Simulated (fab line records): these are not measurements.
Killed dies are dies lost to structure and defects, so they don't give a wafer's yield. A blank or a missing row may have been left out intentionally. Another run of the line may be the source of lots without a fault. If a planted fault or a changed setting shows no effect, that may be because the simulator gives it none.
Chamber matching	flow sky130	cmp-01 running SKY_VIA4_CMP_02: 4 sister chambers
The step polishes SiO2. 8 wafers are shown with their chamber, then 8 later ones without.

## EACH WAFER AND ITS CHAMBER
wafer	chamber	motor-current-A (A)
L933.1	0	12.1
L933.2	1	11.4
L932.3	1	11.2
L932.5	3	11.4
L942.1	2	13.8
L942.3	3	11.8
L942.6	2	14.1
L943.1	0	12.7

## WAFERS WHOSE CHAMBER IS MISSING
wafer	motor-current-A (A)
L943.3	11.6
L943.5	11.8
L945.1	12.2
L945.3	12.1
L945.5	11.9
L950.1	14.3
L950.3	11.5
L950.6	11.5

## WHICH CHAMBER EACH WENT THROUGH
wafer	from the rows above	in truth
L943.3	can't be placed: 3 or 1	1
L943.5	can't be placed: 3 or 1 or 0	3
L945.1	can't be placed: 0 or 3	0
L945.3	can't be placed: 0 or 3 or 1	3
L945.5	can't be placed: 3 or 0 or 1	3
L950.1	2	2
L950.3	can't be placed: 3 or 1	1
L950.6	can't be placed: 3 or 1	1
Correct placement for 1 of the 8. Not placeable from these rows: 7 (in 7, the candidates include the true chamber). Number placed wrongly: 0.
How it was worked out, from the rows above alone: a wafer's distance from a chamber is the root of the sum, over the readings, of the square of ((its reading less the chamber's mean) divided by the reading's scatter). If the next closest chamber is less than 2 further off than the closest, the wafer can't be placed; otherwise it belongs to the closest. Each chamber's mean is taken over the wafers shown for it. How the scatter is found: for the shown wafers, subtract from each reading the mean of its chamber, square and add these, divide the total by (wafers less chambers), then take the root.
